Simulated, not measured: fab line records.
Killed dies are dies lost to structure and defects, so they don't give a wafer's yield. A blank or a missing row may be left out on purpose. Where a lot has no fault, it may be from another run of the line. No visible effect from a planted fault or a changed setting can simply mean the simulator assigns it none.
Which tool did it? || flow sky130 || 42 wafers from 14 lots sampled at 3 of the route's 708 steps

WHAT THE GAUGES SHOWED, per wafer
SKY_POLY_CUT_CD_MEAS_08: target cd 270 nm. Usual: 270.0 nm for cdNm, sd 1.5.
{"lot": "L856", "measured": "day 24 19:59", "on": "cdSem-02", "cdNm (nm)": "269.5 269.1 270.4", "flag": ""}
{"lot": "L857", "measured": "day 24 22:42", "on": "cdSem-02", "cdNm (nm)": "270.5 271.0 270.6", "flag": ""}
{"lot": "L858", "measured": "day 25 04:24", "on": "cdSem-01", "cdNm (nm)": "269.8 270.5 270.8", "flag": ""}
{"lot": "L860", "measured": "day 25 11:06", "on": "cdSem-01", "cdNm (nm)": "268.4 269.5 271.0", "flag": ""}
{"lot": "L862", "measured": "day 26 10:09", "on": "cdSem-02", "cdNm (nm)": "269.3 268.4 267.7", "flag": ""}
{"lot": "L861", "measured": "day 26 12:37", "on": "cdSem-02", "cdNm (nm)": "273.4 272.1 273.2", "flag": ""}
{"lot": "L864", "measured": "day 27 02:17", "on": "cdSem-02", "cdNm (nm)": "269.3 269.9 268.0", "flag": ""}
{"lot": "L866", "measured": "day 28 03:24", "on": "cdSem-01", "cdNm (nm)": "270.7 270.4 271.0", "flag": ""}
{"lot": "L867", "measured": "day 28 14:51", "on": "cdSem-01", "cdNm (nm)": "268.3 269.3 269.4", "flag": ""}
{"lot": "L868", "measured": "day 28 18:56", "on": "cdSem-01", "cdNm (nm)": "269.8 269.7 270.7", "flag": ""}
{"lot": "L878", "measured": "day 31 14:12", "on": "cdSem-02", "cdNm (nm)": "270.8 270.3 269.4", "flag": ""}
{"lot": "L879", "measured": "day 32 03:45", "on": "cdSem-01", "cdNm (nm)": "270.9 270.4 271.7", "flag": ""}

EACH LOT AND THE TOOL THAT RAN IT (in order: tool; ch and the chambers of the sampled wafers; start)
{"lot": "L856", "SKY_VT_ADJUST_PCH_STRIP_09": "plasmaAsher-02 ch 0,1, day 10 13:25", "SKY_GATE_OXIDE_EXPOSE_07": "ilineStepper-01 ch 0, day 13 22:42"}
{"lot": "L857", "SKY_VT_ADJUST_PCH_STRIP_09": "plasmaAsher-04 ch 0,1, day 10 20:00", "SKY_GATE_OXIDE_EXPOSE_07": "ilineStepper-02 ch 0, day 13 22:56"}
{"lot": "L858", "SKY_VT_ADJUST_PCH_STRIP_09": "plasmaAsher-02 ch 0,1, day 11 02:54", "SKY_GATE_OXIDE_EXPOSE_07": "ilineStepper-01 ch 0, day 14 03:01"}
{"lot": "L860", "SKY_VT_ADJUST_PCH_STRIP_09": "plasmaAsher-01 ch 0,1, day 11 15:30", "SKY_GATE_OXIDE_EXPOSE_07": "ilineStepper-01 ch 0, day 14 10:42"}
{"lot": "L862", "SKY_VT_ADJUST_PCH_STRIP_09": "plasmaAsher-01 ch 0,1, day 12 08:22", "SKY_GATE_OXIDE_EXPOSE_07": "ilineStepper-01 ch 0, day 15 09:20"}
{"lot": "L861", "SKY_VT_ADJUST_PCH_STRIP_09": "plasmaAsher-04 ch 0,1, day 12 08:24", "SKY_GATE_OXIDE_EXPOSE_07": "ilineStepper-02 ch 0, day 15 09:44"}
{"lot": "L864", "SKY_VT_ADJUST_PCH_STRIP_09": "plasmaAsher-04 ch 0,1, day 12 20:50", "SKY_GATE_OXIDE_EXPOSE_07": "ilineStepper-01 ch 0, day 15 21:10"}
{"lot": "L866", "SKY_VT_ADJUST_PCH_STRIP_09": "plasmaAsher-02 ch 0,1, day 13 17:40", "SKY_GATE_OXIDE_EXPOSE_07": "ilineStepper-01 ch 0, day 16 21:32"}
{"lot": "L867", "SKY_VT_ADJUST_PCH_STRIP_09": "plasmaAsher-02 ch 0,1, day 14 04:51", "SKY_GATE_OXIDE_EXPOSE_07": "ilineStepper-01 ch 0, day 17 09:01"}
{"lot": "L868", "SKY_VT_ADJUST_PCH_STRIP_09": "plasmaAsher-04 ch 0,1, day 14 06:12", "SKY_GATE_OXIDE_EXPOSE_07": "ilineStepper-01 ch 0, day 17 14:20"}
{"lot": "L874", "SKY_VT_ADJUST_PCH_STRIP_09": "plasmaAsher-04 ch 0,1, day 16 07:43", "SKY_GATE_OXIDE_EXPOSE_07": "ilineStepper-01, day 19 19:16"}
{"lot": "L875", "SKY_VT_ADJUST_PCH_STRIP_09": "plasmaAsher-02 ch 0,1, day 16 14:11", "SKY_GATE_OXIDE_EXPOSE_07": "ilineStepper-02, day 20 01:49"}
{"lot": "L878", "SKY_VT_ADJUST_PCH_STRIP_09": "plasmaAsher-01 ch 0,1, day 17 05:49", "SKY_GATE_OXIDE_EXPOSE_07": "ilineStepper-02 ch 0, day 20 19:11"}
{"lot": "L879", "SKY_VT_ADJUST_PCH_STRIP_09": "plasmaAsher-01 ch 0,1, day 17 20:18", "SKY_GATE_OXIDE_EXPOSE_07": "ilineStepper-02 ch 0, day 21 09:54"}
- SKY_VT_ADJUST_PCH_STRIP_09: strips in O2/N2.
- SKY_GATE_OXIDE_EXPOSE_07: exposes mask LVOM, target cd 600 nm.

AS READ BY THE TOOLS THEMSELVES (means over the sampled wafers that have a number; for cases with no such wafer, the mark the record gives instead)
SKY_VT_ADJUST_PCH_STRIP_09. Usual: chamberPressureMTorr 1499.9 mTorr, standard deviation 1.5; drypumpMotorCurrentA 5.5 A, standard deviation 0.58; oesProductAu 0.722 a.u., standard deviation 0.0045; stripTimeToEndpointS 36.92 s, standard deviation 0.082.
{"lot": "L856", "tool": "plasmaAsher-02", "chamberPressureMTorr (mTorr)": 1500.0, "drypumpMotorCurrentA (A)": 4.9, "oesProductAu (a.u.)": 0.718, "stripTimeToEndpointS (s)": 36.97, "flag": ""}
{"lot": "L857", "tool": "plasmaAsher-04", "chamberPressureMTorr (mTorr)": 1499.6, "drypumpMotorCurrentA (A)": 5.1, "oesProductAu (a.u.)": 0.721, "stripTimeToEndpointS (s)": 36.87, "flag": ""}
{"lot": "L858", "tool": "plasmaAsher-02", "chamberPressureMTorr (mTorr)": 1498.8, "drypumpMotorCurrentA (A)": 4.9, "oesProductAu (a.u.)": 0.725, "stripTimeToEndpointS (s)": 36.88, "flag": ""}
{"lot": "L860", "tool": "plasmaAsher-01", "chamberPressureMTorr (mTorr)": 1500.4, "drypumpMotorCurrentA (A)": 6.1, "oesProductAu (a.u.)": 0.721, "stripTimeToEndpointS (s)": 36.88, "flag": ""}
{"lot": "L862", "tool": "plasmaAsher-01", "chamberPressureMTorr (mTorr)": 1501.0, "drypumpMotorCurrentA (A)": 6.1, "oesProductAu (a.u.)": 0.717, "stripTimeToEndpointS (s)": 36.94, "flag": ""}
{"lot": "L861", "tool": "plasmaAsher-04", "chamberPressureMTorr (mTorr)": 1499.7, "drypumpMotorCurrentA (A)": 5.1, "oesProductAu (a.u.)": 0.726, "stripTimeToEndpointS (s)": 36.90, "flag": ""}
{"lot": "L864", "tool": "plasmaAsher-04", "chamberPressureMTorr (mTorr)": 1497.9, "drypumpMotorCurrentA (A)": 5.1, "oesProductAu (a.u.)": 0.721, "stripTimeToEndpointS (s)": 36.96, "flag": ""}
{"lot": "L866", "tool": "plasmaAsher-02", "chamberPressureMTorr (mTorr)": 1499.7, "drypumpMotorCurrentA (A)": 4.9, "oesProductAu (a.u.)": 0.722, "stripTimeToEndpointS (s)": 36.94, "flag": ""}
{"lot": "L867", "tool": "plasmaAsher-02", "chamberPressureMTorr (mTorr)": 1499.3, "drypumpMotorCurrentA (A)": 4.8, "oesProductAu (a.u.)": 0.722, "stripTimeToEndpointS (s)": 36.91, "flag": ""}
{"lot": "L868", "tool": "plasmaAsher-04", "chamberPressureMTorr (mTorr)": 1499.9, "drypumpMotorCurrentA (A)": 5.1, "oesProductAu (a.u.)": 0.722, "stripTimeToEndpointS (s)": 36.98, "flag": ""}
{"lot": "L874", "tool": "plasmaAsher-04", "chamberPressureMTorr (mTorr)": 1499.4, "drypumpMotorCurrentA (A)": 5.2, "oesProductAu (a.u.)": 0.720, "stripTimeToEndpointS (s)": 36.89, "flag": ""}
{"lot": "L875", "tool": "plasmaAsher-02", "chamberPressureMTorr (mTorr)": 1501.0, "drypumpMotorCurrentA (A)": 4.9, "oesProductAu (a.u.)": 0.725, "stripTimeToEndpointS (s)": 36.98, "flag": ""}
{"lot": "L878", "tool": "plasmaAsher-01", "chamberPressureMTorr (mTorr)": 1499.4, "drypumpMotorCurrentA (A)": 6.2, "oesProductAu (a.u.)": 0.718, "stripTimeToEndpointS (s)": 36.90, "flag": ""}
{"lot": "L879", "tool": "plasmaAsher-01", "chamberPressureMTorr (mTorr)": 1501.1, "drypumpMotorCurrentA (A)": 6.1, "oesProductAu (a.u.)": 0.722, "stripTimeToEndpointS (s)": 36.92, "flag": ""}

SKY_GATE_OXIDE_EXPOSE_07. Usual: exposureDoseMJCm2 169.98, standard deviation 0.16; focusOffsetNm 0.0 nm, standard deviation 0.56.
{"lot": "L856", "tool": "ilineStepper-01", "exposureDoseMJCm2": 169.81, "focusOffsetNm (nm)": -0.1, "flag": ""}
{"lot": "L857", "tool": "ilineStepper-02", "exposureDoseMJCm2": 170.01, "focusOffsetNm (nm)": 0.1, "flag": ""}
{"lot": "L858", "tool": "ilineStepper-01", "exposureDoseMJCm2": 170.02, "focusOffsetNm (nm)": -0.1, "flag": ""}
{"lot": "L860", "tool": "ilineStepper-01", "exposureDoseMJCm2": 169.90, "focusOffsetNm (nm)": -0.4, "flag": ""}
{"lot": "L862", "tool": "ilineStepper-01", "exposureDoseMJCm2": 170.00, "focusOffsetNm (nm)": 0.2, "flag": ""}
{"lot": "L861", "tool": "ilineStepper-02", "exposureDoseMJCm2": 169.84, "focusOffsetNm (nm)": -0.1, "flag": ""}
{"lot": "L864", "tool": "ilineStepper-01", "exposureDoseMJCm2": 169.90, "focusOffsetNm (nm)": 0.9, "flag": ""}
{"lot": "L866", "tool": "ilineStepper-01", "exposureDoseMJCm2": 170.14, "focusOffsetNm (nm)": -0.5, "flag": ""}
{"lot": "L867", "tool": "ilineStepper-01", "exposureDoseMJCm2": 169.79, "focusOffsetNm (nm)": 0.2, "flag": ""}
{"lot": "L868", "tool": "ilineStepper-01", "exposureDoseMJCm2": 169.94, "focusOffsetNm (nm)": -0.9, "flag": ""}
{"lot": "L874", "tool": "ilineStepper-01", "exposureDoseMJCm2": "-", "focusOffsetNm (nm)": "-", "flag": "OFF"}
{"lot": "L875", "tool": "ilineStepper-02", "exposureDoseMJCm2": "-", "focusOffsetNm (nm)": "-", "flag": "OFF"}
{"lot": "L878", "tool": "ilineStepper-02", "exposureDoseMJCm2": 169.96, "focusOffsetNm (nm)": -0.3, "flag": ""}
{"lot": "L879", "tool": "ilineStepper-02", "exposureDoseMJCm2": 170.13, "focusOffsetNm (nm)": -0.0, "flag": ""}

THE ANSWER, worked out from the rows above alone
Rule: take the mean of a lot's wafers that have a number; if it is more than 3 standard deviations from the usual mean, the lot is off. Also off: a lot with no number at a reading for which 4 or more lots have one. Where the step has rows for the other lots, those lots are counted as sound. After the gauges, taken in route order, come the tools' own readings; for these a lot's mean is taken, as printed above. The first step at which some lot is off is used, and at that step the reading that is off furthest; a lot without a number counts as furthest.
Off, at SKY_GATE_OXIDE_EXPOSE_07 on exposureDoseMJCm2: L874, L875. Without a number there: L874, L875.
A tool fits if, at that step or a process step before it, it ran every lot that is off, and no sound lot after the first of them. None of those tried fits.

WHAT THE SIMULATOR HAD INSERTED
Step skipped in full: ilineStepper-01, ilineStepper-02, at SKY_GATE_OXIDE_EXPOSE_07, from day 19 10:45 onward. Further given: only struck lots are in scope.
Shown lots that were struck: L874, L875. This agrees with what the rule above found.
